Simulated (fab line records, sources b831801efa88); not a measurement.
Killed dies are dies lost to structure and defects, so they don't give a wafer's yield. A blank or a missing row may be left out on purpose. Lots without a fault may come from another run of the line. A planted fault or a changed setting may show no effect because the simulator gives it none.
One fault seen from 2 desks | flow gf180mcu | each desk has only its own numbers; what lay behind them comes last

THE TOOL OWNER'S DESK: cvd_w-02
The tool's own readings at GF_CONTACT_CVD_24 (deposits W, target thk 300 nm, time 90.339 s): means of the sampled wafers that have a number, for each lot that ran on this tool. A lot is out of limits, marked OUT, if its mean lies more than 4 standard deviations from the usual mean; the brackets give that distance.
Columns: A = heater_power_w at GF_CONTACT_CVD_24, usual 966 W; B = susceptor_temp_C at GF_CONTACT_CVD_24, usual 400.00 C
lot  | first seen here | A    | B
L870 | day 16 00:49    | 1026 | 400.00
L871 | day 16 06:36    | 1011 | 399.90
L873 | day 17 07:52    | 1012 | 400.09
L874 | day 17 12:37    | 981  | 400.08
L878 | day 18 23:28    | 968  | 400.05
L885 | day 21 18:30    | 1035 | 408.54 (+43) OUT
L886 | day 22 06:41    | 1043 | 406.71 (+34) OUT
This desk's finding: out of limits on L885, L886; first on L885, day 21 18:30 (susceptor_temp_C at GF_CONTACT_CVD_24). In limits: L870, L871, L873, L874, L878.

THE METROLOGY DESK
What the gauges read, lot by lot, whatever tool the lot ran on: means of the sampled wafers that have a number. A lot is out of limits, marked OUT, if its mean lies more than 4 standard deviations from the usual mean; the brackets give that distance.
Columns: A = SALICIDE_TIN_THK at GF_SALICIDE_THK_MEAS_05, usual 19.79 nm; B = CONTACT_W_RS at GF_CONTACT_RS_MEAS_25, usual 0.382 ohm/sq; C = CONTACT_W_THK at GF_CONTACT_THK_MEAS_26, usual 303 nm
lot  | first seen here | A     | B               | C
L870 | day 15 01:23    | 19.75 | 0.384           | 303
L871 | day 15 06:56    | 19.70 | 0.390           | 299
L873 | day 16 07:31    | 20.34 | 0.381           | 306
L874 | day 16 12:26    | 19.82 | 0.378           | 309
L876 | day 17 04:04    | 19.98 | 0.384           | 299
L878 | day 17 22:20    | 19.88 | 0.380           | 302
L885 | day 20 17:07    | 19.38 | 0.330 (-12) OUT | 357 (+12) OUT
L886 | day 21 05:40    | 20.14 | 0.338 (-10) OUT | 350 (+10) OUT
L887 | day 21 15:32    | 20.01 | 0.388           | 296
L888 | day 21 19:04    | 19.73 | 0.381           | 301
L893 | day 23 08:47    | 19.85 | 0.386           | 301
This desk's finding: out of limits on L885, L886; first on L885, day 21 18:38 (CONTACT_W_RS at GF_CONTACT_RS_MEAS_25). In limits: L870, L871, L873, L874, L876, L878, L887, L888, L893.

PUT TOGETHER
The tool owner's desk could have raised an alarm at day 21 18:30, on L885, L886.
The metrology desk could have raised an alarm at day 21 18:38, on L885, L886.
Of the lots named, all ran GF_CONTACT_CVD_24 on cvd_w-02.

WHAT THE SIMULATOR HAD PUT IN
Process parameter drift: cvd_w-02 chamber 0, from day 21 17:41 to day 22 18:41, at GF_CONTACT_CVD_24. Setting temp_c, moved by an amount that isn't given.
Lots struck among those shown: L885, L886.
Hours from the fault's start to each desk's first reading out of limits: the tool owner's desk, 1; the metrology desk, 1.
